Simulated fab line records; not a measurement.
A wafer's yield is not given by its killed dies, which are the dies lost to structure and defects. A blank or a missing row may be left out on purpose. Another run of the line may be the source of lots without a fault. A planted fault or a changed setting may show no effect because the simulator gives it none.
fab line records + flow sfq_line
record:
- lots: 6
- wafers: 16
- last_day: 82
route steps=325 shown I3@144 M4@148
lots with no fault: from the same line, run without faults
start_h: start of the lot's first displayed wafer, in hours after the record's first day + wait_h: hours since the lot's step before + " repeats the value in the row above + L1.1+2: a single row standing in for several wafers + - no value, or no start was given + * or withheld: withheld + < > ~ a bound
route shown NAME@n: NAME is a module with steps in the file, n the number in the route of the first one + usual: mean/standard deviation of fault-free wafers + same: alike in all rows + chamber/n: place in a boat + sites: per-site readings + _std_site: the values' standard deviation + _edge_site: inner sites' mean taken away from outer sites' mean + radius_mm: for every site, how far away it sits from the centre of the wafer + mask NAME#n: copy n + behind: the most recent tool/chamber to have shaped the wafer + hold: cause of the lot's hold/its duration in hours/its outcome + device: the n, p or np transistor that did not switch + end of line: tests of these same wafers at the route's end + a step with no rows: only its recipe + killed: the dies lost at the first sort to structure and to defects; this is not the yield of the wafer + map: a wafer's dies, marking killed ones x, the rest . and places with no die _
set.NAME: setting as actually run; set.NAME@STEP: the setting as run at that earlier step + model.NAME: the simulator's own value behind a step, which no gauge read
certain route steps with their lots: each step a table, each wafer a row
services: when a tool's chamber went out of use (start_h, in hours from the record's first day, below 0 if earlier), for how many hours, and the reason
== steps ==
step: SFQ_TRILAYER_I3_VIA_BARC_OPEN_VIA_ETCH_121
recipe:
- mask_material: PR
- chemistry: O2
- target_depth_nm: 125
- target: BARC
- source_w: 500
- bias_w: 80
- pressure_mtorr: 30
- time_s: 41.7
usual:
- drypump_motor_current_A: 5.8/0.52
- oes_product_au: 0.686/0.0046
| lot.wafer | tool        | chamber | start_h | wait_h | drypump_motor_current_A | oes_product_au | rf_hours_counter_h |
|-----------|-------------|---------|---------|--------|-------------------------|----------------|--------------------|
| L358.2    | rie_diel-03 | 0       | 981.01  | 0.0    | 5.3                     | 0.687          | 10                 |
| L358.3    | "           | 2       | "       | "      | 5.7                     | 0.691          | 12                 |
| L358.5    | "           | 2       | "       | "      | 5.7                     | 0.680          | -                  |
| L360.1    | rie_diel-04 | 2       | 1009.81 | 0.0    | 6.1                     | 0.676          | 2                  |
| L360.4    | "           | 0       | "       | "      | 5.1                     | 0.692          | 4                  |
| L360.5    | "           | 1       | "       | "      | 6.0                     | 0.681          | -                  |
| L369.1    | rie_diel-03 | 0       | 1120.27 | 0.0    | 5.3                     | 0.682          | 13                 |
| L369.2    | "           | 3       | "       | "      | 5.3                     | 0.690          | 8                  |
| L370.2    | rie_diel-03 | 2       | 1132.27 | 0.0    | 5.7                     | 0.683          | 15                 |
| L370.3    | "           | 3       | "       | "      | 5.2                     | 0.690          | 8                  |
| L377.2    | rie_diel-03 | 2       | 1252.41 | 0.0    | 5.7                     | 0.679          | 17                 |
| L377.3    | "           | 0       | "       | "      | 5.3                     | 0.685          | 15                 |
| L377.5    | "           | 1       | "       | "      | 6.7                     | 0.685          | -                  |
| L378.2    | rie_diel-04 | 1       | 1254.61 | 0.0    | 6.0                     | 0.683          | 0                  |
| L378.4    | "           | 0       | "       | "      | 5.2                     | 0.684          | 8                  |
| L378.6    | "           | 1       | "       | "      | 6.0                     | 0.684          | -                  |
step: SFQ_TRILAYER_I3_VIA_ETCH_VIA_ETCH_088
recipe:
- target: SiO2
- stop_on: Nb
- mask_material: PR
- taper_deg: 20
- chemistry: CHF3
- target_depth_nm: 260
- source_w: 500
- bias_w: 80
- pressure_mtorr: 30
- time_s: withheld
usual:
- drypump_motor_current_A: 5.8/0.51
- oes_product_au: 0.855/0.0054
| lot.wafer | tool        | chamber | start_h | wait_h | drypump_motor_current_A | oes_product_au |
|-----------|-------------|---------|---------|--------|-------------------------|----------------|
| L358.2    | rie_diel-03 | 0       | 981.05  | 0.0    | 5.3                     | 0.845          |
| L358.3    | "           | 2       | "       | "      | 5.7                     | 0.859          |
| L358.5    | "           | 2       | "       | "      | 5.7                     | 0.846          |
| L360.1    | rie_diel-04 | 2       | 1009.85 | 0.0    | 6.1                     | 0.854          |
| L360.4    | "           | 0       | "       | "      | 5.1                     | 0.850          |
| L360.5    | "           | 1       | "       | "      | 6.0                     | 0.852          |
| L369.1    | rie_diel-03 | 0       | 1120.31 | 0.0    | 5.3                     | 0.855          |
| L369.2    | "           | 3       | "       | "      | 5.3                     | 0.856          |
| L370.2    | rie_diel-03 | 2       | 1132.31 | 0.0    | 5.7                     | 0.853          |
| L370.3    | "           | 3       | "       | "      | 5.2                     | 0.860          |
| L377.2    | rie_diel-03 | 2       | 1252.45 | 0.0    | 5.7                     | 0.856          |
| L377.3    | "           | 0       | "       | "      | 5.3                     | 0.857          |
| L377.5    | "           | 1       | "       | "      | 6.7                     | 0.860          |
| L378.2    | rie_diel-04 | 1       | 1254.65 | 0.0    | 6.0                     | 0.865          |
| L378.4    | "           | 0       | "       | "      | 5.1                     | 0.864          |
| L378.6    | "           | 1       | "       | "      | 6.0                     | 0.858          |
step: SFQ_TRILAYER_I3_VIA_STRIP_STRIP_089
recipe:
- gas: O2
- power_w: 200
- platen_temp_c: 40
- overash_fraction: 0.65
- chemistry: O2
- pressure_mtorr: 50
usual:
- drypump_motor_current_A: 5.6/0.33
- oes_product_au: 0.991/0.01
| lot.wafer | tool         | chamber | start_h | wait_h | drypump_motor_current_A | oes_product_au | rf_hours_counter_h |
|-----------|--------------|---------|---------|--------|-------------------------|----------------|--------------------|
| L358.2    | rie_metal-01 | 0       | 981.16  | -      | 5.3                     | 0.969          | 55                 |
| L358.3    | "            | 1       | "       | "      | 6.1                     | 0.985          | -                  |
| L358.5    | "            | 1       | "       | "      | 6.1                     | 0.981          | -                  |
| L360.1    | rie_metal-01 | 0       | 1009.96 | -      | 5.3                     | 0.991          | 58                 |
| L360.4    | "            | 0       | "       | "      | 5.3                     | 0.978          | -                  |
| L360.5    | "            | 1       | "       | "      | 6.1                     | 1.006          | -                  |
| L369.1    | rie_metal-03 | 0       | 1120.42 | -      | 5.0                     | 1.009          | 125                |
| L369.2    | "            | 1       | "       | "      | 5.7                     | 0.978          | 114                |
| L370.2    | rie_metal-03 | 1       | 1132.42 | -      | 5.7                     | 0.962          | 116                |
| L370.3    | "            | 1       | "       | "      | 5.7                     | 0.961          | -                  |
| L377.2    | rie_metal-01 | 1       | 1252.57 | -      | 6.1                     | 0.992          | 130                |
| L377.3    | "            | 1       | "       | "      | 6.1                     | 0.992          | -                  |
| L377.5    | "            | 0       | "       | "      | 5.3                     | 0.976          | -                  |
| L378.2    | rie_metal-03 | 1       | 1254.77 | -      | 5.7                     | 0.990          | 0                  |
| L378.4    | "            | 0       | "       | "      | 5.0                     | 1.006          | -                  |
| L378.6    | "            | 1       | "       | "      | 5.7                     | 0.980          | -                  |
step: SFQ_TRILAYER_I3_VIA_STRIP_SOLV_CLEAN_090
recipe:
- chemistry: NMP
- temp_c: 70
- time_s: 600
step: SFQ_TRILAYER_M4_DEP_PRE_CLEAN_092
recipe:
- gas: Ar
- time_s: 22.5
- bias_v: 250
step: SFQ_TRILAYER_M4_DEP_SPUTTER_091
recipe:
- material: Nb
- base_pressure_pa: 1.33e-06
- chamber_pressure_pa: 0.1333
- substrate_temp_c: 20
- resputter_cathode_voltage_v: 400
- target_thk_nm: 200
- power_w: 2000
- time_s: 133.3
usual:
- cathode_dc_power_W: 2000.0/0.38
- chamber_pressure_pa: 0.13325/0.00027
- resputter_cathode_voltage_v: 400/3.7
- substrate_temp_c: 19.98/0.11
- throttle_valve_pct: 30.0/1.2
| lot.wafer | tool           | chamber | start_h | wait_h | cathode_dc_power_W | chamber_pressure_pa | resputter_cathode_voltage_v | substrate_temp_c | throttle_valve_pct |
|-----------|----------------|---------|---------|--------|--------------------|---------------------|-----------------------------|------------------|--------------------|
| L358.2    | pvd_sputter-05 | -       | 981.98  | 0.0    | 2000.5             | 0.13316             | 401                         | 19.94            | 30.4               |
| L358.3    | "              | -       | "       | "      | 1999.7             | 0.1332              | 401                         | 20.06            | 30.6               |
| L358.5    | "              | -       | "       | "      | 1999.6             | 0.13372             | 399                         | 19.97            | 30.3               |
| L360.1    | pvd_sputter-03 | -       | 1010.77 | 0.0    | 1999.8             | 0.13283             | 400                         | 19.81            | 30.0               |
| L360.4    | "              | -       | "       | "      | 1999.4             | 0.13339             | 405                         | 20.28            | 28.6               |
| L360.5    | "              | -       | "       | "      | 1999.4             | 0.13367             | 398                         | 19.88            | 31.7               |
| L369.1    | pvd_sputter-06 | -       | 1121.23 | 0.0    | 2000.1             | 0.13295             | 403                         | 19.90            | 29.5               |
| L369.2    | "              | -       | "       | "      | 2000.6             | 0.13325             | 403                         | 20.15            | 30.5               |
| L370.2    | pvd_sputter-06 | -       | 1133.23 | 0.0    | 2000.4             | 0.1334              | 399                         | 19.77            | 30.7               |
| L370.3    | "              | -       | "       | "      | 2000.4             | 0.13314             | 404                         | 19.87            | 29.1               |
| L377.2    | pvd_sputter-05 | -       | 1253.37 | 0.0    | 1999.5             | 0.13353             | 400                         | 20.04            | 28.2               |
| L377.3    | "              | -       | "       | "      | 2000.0             | 0.133               | 402                         | 19.95            | 31.8               |
| L377.5    | "              | -       | "       | "      | 2000.3             | 0.13284             | 400                         | 20.06            | 31.0               |
| L378.2    | pvd_sputter-03 | -       | 1255.57 | 0.0    | 1999.9             | 0.1336              | 395                         | 20.01            | 28.7               |
| L378.4    | "              | -       | "       | "      | 1999.7             | 0.13362             | 402                         | 20.08            | 31.8               |
| L378.6    | "              | -       | "       | "      | 2000.0             | 0.13298             | 404                         | 19.97            | 28.9               |
step: SFQ_M4_RS_MEAS_924
recipe:
- thk_meas_gauge: four-point-probe
- reads: Nb_of_TRILAYER_M4_DEP_SPUTTER_091
usual:
- M4_NB_RS: 0.895/0.01
| lot.wafer | tool          | chamber | start_h | wait_h | M4_NB_RS[ohm/sq] |
|-----------|---------------|---------|---------|--------|------------------|
| L358.2    | film_metro-03 | -       | 982.09  | 0.1    | 0.882            |
| L358.3    | "             | -       | "       | "      | 0.889            |
| L358.5    | "             | -       | "       | "      | 0.880            |
| L360.1    | film_metro-03 | -       | 1010.86 | 0.0    | 0.902            |
| L360.4    | "             | -       | "       | "      | 0.891            |
| L360.5    | "             | -       | "       | "      | 0.903            |
| L369.1    | film_metro-01 | -       | 1121.32 | 0.0    | 0.901            |
| L369.2    | "             | -       | "       | "      | 0.904            |
| L370.2    | film_metro-01 | -       | 1133.34 | 0.1    | 0.912            |
| L370.3    | "             | -       | "       | "      | 0.890            |
| L377.2    | film_metro-03 | -       | 1253.48 | 0.1    | 0.898            |
| L377.3    | "             | -       | "       | "      | 0.890            |
| L377.5    | "             | -       | "       | "      | 0.884            |
| L378.2    | film_metro-03 | -       | 1255.68 | 0.1    | 0.899            |
| L378.4    | "             | -       | "       | "      | 0.873            |
| L378.6    | "             | -       | "       | "      | 0.898            |
step: SFQ_TRILAYER_M4_LITHO_COAT_098
recipe:
- resist: BARC
- spin_rpm: 3000
- resist_thk_nm: 62
step: SFQ_TRILAYER_M4_LITHO_COAT_093
recipe:
- resist: KrF
- spin_rpm: 3000
- resist_thk_nm: 600
step: SFQ_TRILAYER_M4_LITHO_SOFTBAKE_097
recipe:
- temp_c: withheld
- time_s: withheld
- resist: KrF
step: SFQ_TRILAYER_M4_LITHO_EXPOSE_094
recipe:
- mask_id: M4
- na: 0.6
- source_shape: conventional
- sigma_outer: 0.65
- target_cd_nm: 500
- dose_mj: 14.4
step: SFQ_TRILAYER_M4_LITHO_PEB_096
recipe:
- peb_temp_c: 115
- peb_time_s: 60
- resist: KrF
usual:
- plate_temp_C: 115.00/0.15
| lot.wafer | tool           | chamber | start_h | wait_h | plate_temp_C |
|-----------|----------------|---------|---------|--------|--------------|
| L358.2    | litho_track-03 | 0       | 1118.76 | 0.8    | 115.14       |
| L358.3    | "              | 0       | "       | "      | 115.01       |
| L358.5    | "              | 0       | "       | "      | 114.94       |
| L360.1    | litho_track-03 | 0       | 1157.60 | -      | 115.21       |
| L360.4    | "              | 0       | "       | "      | 115.13       |
| L360.5    | "              | 0       | "       | "      | 115.12       |
| L369.1    | litho_track-03 | 0       | 1257.04 | 1.0    | 114.95       |
| L369.2    | "              | 0       | "       | "      | 114.97       |
| L370.2    | litho_track-03 | 0       | 1265.02 | 0.8    | 115.02       |
| L370.3    | "              | 0       | "       | "      | 114.97       |
| L377.2    | litho_track-03 | 0       | 1353.82 | 0.8    | 115.06       |
| L377.3    | "              | 0       | "       | "      | 115.01       |
| L377.5    | "              | 0       | "       | "      | 114.74       |
| L378.2    | litho_track-03 | 0       | 1357.42 | 0.8    | 114.83       |
| L378.4    | "              | 0       | "       | "      | 114.70       |
| L378.6    | "              | 0       | "       | "      | 114.73       |
step: SFQ_TRILAYER_M4_LITHO_DEVELOP_095
recipe:
- time_s: 60
- resist: KrF
step: SFQ_M4_OVL_MEAS_926
usual:
- M4_OVL: -6/6.8
| lot.wafer | tool       | chamber | start_h | wait_h | M4_OVL[nm] |
|-----------|------------|---------|---------|--------|------------|
| L358.2    | overlay-01 | -       | 1119.04 | 0.1    | -8         |
| L358.3    | "          | -       | "       | "      | -10        |
| L358.5    | "          | -       | "       | "      | -8         |
| L360.1    | overlay-02 | -       | 1157.90 | 0.1    | -11        |
| L360.4    | "          | -       | "       | "      | -9         |
| L360.5    | "          | -       | "       | "      | -3         |
| L369.1    | overlay-01 | -       | 1257.34 | 0.1    | -15        |
| L369.2    | "          | -       | "       | "      | -2         |
| L370.2    | overlay-01 | -       | 1265.30 | 0.1    | -10        |
| L370.3    | "          | -       | "       | "      | -2         |
| L377.2    | overlay-01 | -       | 1354.10 | 0.1    | -16        |
| L377.3    | "          | -       | "       | "      | -20        |
| L377.5    | "          | -       | "       | "      | -21        |
| L378.2    | overlay-01 | -       | 1357.70 | 0.1    | -6         |
| L378.4    | "          | -       | "       | "      | -4         |
| L378.6    | "          | -       | "       | "      | 2          |
step: SFQ_TRILAYER_M4_BARC_OPEN_METAL_ETCH_123
recipe:
- mask_material: PR
- chemistry: O2
- target_depth_nm: 125
- target: BARC
- icp_w: 600
- bias_w: 80
- pressure_mtorr: 10
- time_s: 41.7
usual:
- drypump_motor_current_A: 5.60/0.28
- oes_product_au: 0.686/0.0045
| lot.wafer | tool         | chamber | start_h | wait_h | drypump_motor_current_A | oes_product_au | rf_hours_counter_h | model.M4.cd_nm |
|-----------|--------------|---------|---------|--------|-------------------------|----------------|--------------------|----------------|
| L358.2    | rie_metal-04 | 1       | 1119.07 | 0.0    | 5.18                    | 0.690          | 2                  | 500.2          |
| L358.3    | "            | 1       | "       | "      | 5.18                    | 0.687          | -                  | 498            |
| L358.5    | "            | 0       | "       | "      | 5.49                    | 0.682          | -                  | 499.2          |
| L360.1    | rie_metal-02 | 0       | 1157.93 | 0.0    | 5.64                    | 0.691          | 0                  | 500.6          |
| L360.4    | "            | 1       | "       | "      | 5.90                    | 0.683          | -                  | 501.2          |
| L360.5    | "            | 1       | "       | "      | 5.89                    | 0.684          | -                  | 500.9          |
| L369.1    | rie_metal-04 | 1       | 1257.38 | 0.0    | 5.19                    | 0.685          | 24                 | 498.3          |
| L369.2    | "            | 0       | "       | "      | 5.52                    | 0.692          | 14                 | 485.9          |
| L370.2    | rie_metal-02 | 1       | 1265.33 | 0.0    | 5.89                    | 0.686          | 35                 | 489            |
| L370.3    | "            | 0       | "       | "      | 5.66                    | 0.685          | -                  | 501            |
| L377.2    | rie_metal-02 | 1       | 1354.13 | 0.0    | 5.89                    | 0.685          | 53                 | 502.9          |
| L377.3    | "            | 0       | "       | "      | 5.65                    | 0.686          | -                  | 501            |
| L377.5    | "            | 0       | "       | "      | 5.64                    | 0.685          | -                  | 502.2          |
| L378.2    | rie_metal-04 | 0       | 1357.73 | 0.0    | 5.51                    | 0.683          | 32                 | 499.1          |
| L378.4    | "            | 0       | "       | "      | 5.52                    | 0.680          | -                  | 499.3          |
| L378.6    | "            | 1       | "       | "      | 5.19                    | 0.682          | -                  | 500.4          |
step: SFQ_TRILAYER_M4_ETCH_METAL_ETCH_096
recipe:
- target: Nb
- stop_on: SiO2
- mask_material: PR
- chemistry: Cl2/Ar
- target_depth_nm: 240
- icp_w: 600
- bias_w: 80
- pressure_mtorr: 10
- time_s: 120
usual:
- drypump_motor_current_A: 5.60/0.28
- oes_product_au: 0.891/0.0071
| lot.wafer | tool         | chamber | start_h | wait_h | drypump_motor_current_A | oes_product_au | rf_hours_counter_h | model.M4.cd_nm |
|-----------|--------------|---------|---------|--------|-------------------------|----------------|--------------------|----------------|
| L358.2    | rie_metal-04 | 1       | 1119.13 | 0.0    | 5.21                    | 0.896          | 2                  | 500            |
| L358.3    | "            | 1       | "       | "      | 5.21                    | 0.894          | -                  | 498.2          |
| L358.5    | "            | 0       | "       | "      | 5.51                    | 0.896          | -                  | 501.6          |
| L360.1    | rie_metal-02 | 0       | 1157.99 | 0.0    | 5.67                    | 0.892          | 0                  | 499.2          |
| L360.4    | "            | 1       | "       | "      | 5.90                    | 0.899          | -                  | 504.3          |
| L360.5    | "            | 1       | "       | "      | 5.89                    | 0.890          | -                  | 505.1          |
| L369.1    | rie_metal-04 | 1       | 1257.44 | 0.0    | 5.18                    | 0.888          | 24                 | 496.6          |
| L369.2    | "            | 0       | "       | "      | 5.50                    | 0.894          | 14                 | 488.4          |
| L370.2    | rie_metal-02 | 1       | 1265.41 | 0.1    | 5.87                    | 0.882          | 35                 | 492.8          |
| L370.3    | "            | 0       | "       | "      | 5.65                    | 0.891          | -                  | 501.3          |
| L377.2    | rie_metal-02 | 1       | 1354.19 | 0.0    | 5.87                    | 0.886          | 53                 | 504.6          |
| L377.3    | "            | 0       | "       | "      | 5.63                    | 0.895          | -                  | 501.1          |
| L377.5    | "            | 0       | "       | "      | 5.65                    | 0.886          | -                  | 502.7          |
| L378.2    | rie_metal-04 | 0       | 1357.79 | 0.0    | 5.48                    | 0.886          | 32                 | 501.2          |
| L378.4    | "            | 0       | "       | "      | 5.48                    | 0.908          | -                  | 501            |
| L378.6    | "            | 1       | "       | "      | 5.18                    | 0.889          | -                  | 501.2          |
step: SFQ_TRILAYER_M4_STRIP_STRIP_097
recipe:
- gas: O2
- power_w: 200
- platen_temp_c: 40
- overash_fraction: 0.65
- chemistry: O2
- pressure_mtorr: 50
usual:
- drypump_motor_current_A: 5.60/0.28
- oes_product_au: 0.994/0.011
| lot.wafer | tool         | chamber | start_h | wait_h | drypump_motor_current_A | oes_product_au | rf_hours_counter_h |
|-----------|--------------|---------|---------|--------|-------------------------|----------------|--------------------|
| L358.2    | rie_metal-04 | 1       | 1119.25 | 0.1    | 5.18                    | 0.989          | 2                  |
| L358.3    | "            | 1       | "       | "      | 5.18                    | 1.021          | -                  |
| L358.5    | "            | 0       | "       | "      | 5.52                    | 0.996          | -                  |
| L360.1    | rie_metal-02 | 0       | 1158.12 | 0.1    | 5.65                    | 0.982          | 0                  |
| L360.4    | "            | 1       | "       | "      | 5.88                    | 0.988          | -                  |
| L360.5    | "            | 1       | "       | "      | 5.88                    | 0.983          | -                  |
| L369.1    | rie_metal-04 | 1       | 1257.57 | 0.1    | 5.19                    | 1.021          | 25                 |
| L369.2    | "            | 0       | "       | "      | 5.48                    | 0.980          | 14                 |
| L370.2    | rie_metal-02 | 1       | 1265.58 | 0.1    | 5.90                    | 1.001          | 35                 |
| L370.3    | "            | 0       | "       | "      | 5.65                    | 1.001          | -                  |
| L377.2    | rie_metal-02 | 1       | 1354.32 | 0.1    | 5.88                    | 0.983          | 53                 |
| L377.3    | "            | 0       | "       | "      | 5.66                    | 0.992          | -                  |
| L377.5    | "            | 0       | "       | "      | 5.64                    | 0.996          | -                  |
| L378.2    | rie_metal-04 | 0       | 1357.92 | 0.1    | 5.48                    | 0.989          | 32                 |
| L378.4    | "            | 0       | "       | "      | 5.50                    | 0.995          | -                  |
| L378.6    | "            | 1       | "       | "      | 5.20                    | 1.012          | -                  |
== services ==
| tool           | chamber | start_h | hours | kind   |
|----------------|---------|---------|-------|--------|
| rie_metal-01   | 0       | 966.56  | 5.8   | repair |
| rie_diel-04    | 1       | 980.18  | 8.9   | repair |
| rie_metal-04   | 0       | 996.50  | 8.0   | repair |
| pvd_sputter-05 | -       | 997.96  | 5.3   | repair |
| rie_diel-04    | 0       | 1011.34 | 9.0   | repair |
| rie_metal-04   | -       | 1043.01 | 0.2   | repair |
| pvd_sputter-03 | -       | 1044.17 | 14.6  | repair |
| rie_diel-03    | -       | 1079.39 | 2.8   | pm     |
| rie_diel-03    | 0       | 1088.58 | 3.0   | repair |
| pvd_sputter-05 | -       | 1095.33 | 0.5   | repair |
| rie_metal-04   | -       | 1128.82 | 2.3   | repair |
| rie_metal-04   | 0       | 1135.86 | 15.9  | repair |
| rie_diel-04    | -       | 1136.22 | 1.1   | repair |
| rie_metal-01   | 0       | 1160.92 | 49.1  | repair |
| rie_metal-02   | 1       | 1166.96 | 2.4   | repair |
| rie_metal-01   | -       | 1199.70 | 14.6  | pm     |
| rie_diel-03    | -       | 1207.90 | 0.5   | repair |
| rie_metal-02   | 0       | 1245.67 | 2.5   | repair |
| rie_metal-03   | 1       | 1272.33 | 18.5  | repair |
| rie_diel-04    | -       | 1272.98 | 0.2   | repair |
| rie_diel-04    | 2       | 1279.90 | 8.1   | repair |
| rie_diel-03    | 2       | 1293.42 | 1.2   | repair |
| rie_metal-02   | -       | 1324.52 | 1.4   | pm     |
| rie_diel-04    | 2       | 1348.75 | 4.6   | repair |
== key ==
first_sign none at tools or gauges
model_effect:
- step: SFQ_TRILAYER_M4_BARC_OPEN_METAL_ETCH_123
- value: M4.cd_nm
- without: 499.7
- struck: 487.4
model_effect:
- step: SFQ_TRILAYER_M4_ETCH_METAL_ETCH_096
- value: M4.cd_nm
- without: 502.8
- struck: 490.6
met_at SFQ_TRILAYER_M4_LITHO_PEB_096
struck_wafers L369.2,L370.2
onset_between 1157.60 1257.04
fault:
- kind: process_parameter_drift
- tool: litho_track-03
- chamber: -
- onset_h: 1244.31
- steps: SFQ_TRILAYER_M4_LITHO_PEB_096
- channel: peb_time_s
- offset: *
- shape: step
- end_h: 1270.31
- scope: struck_wafers_only
- acts_in: *
- stated: *
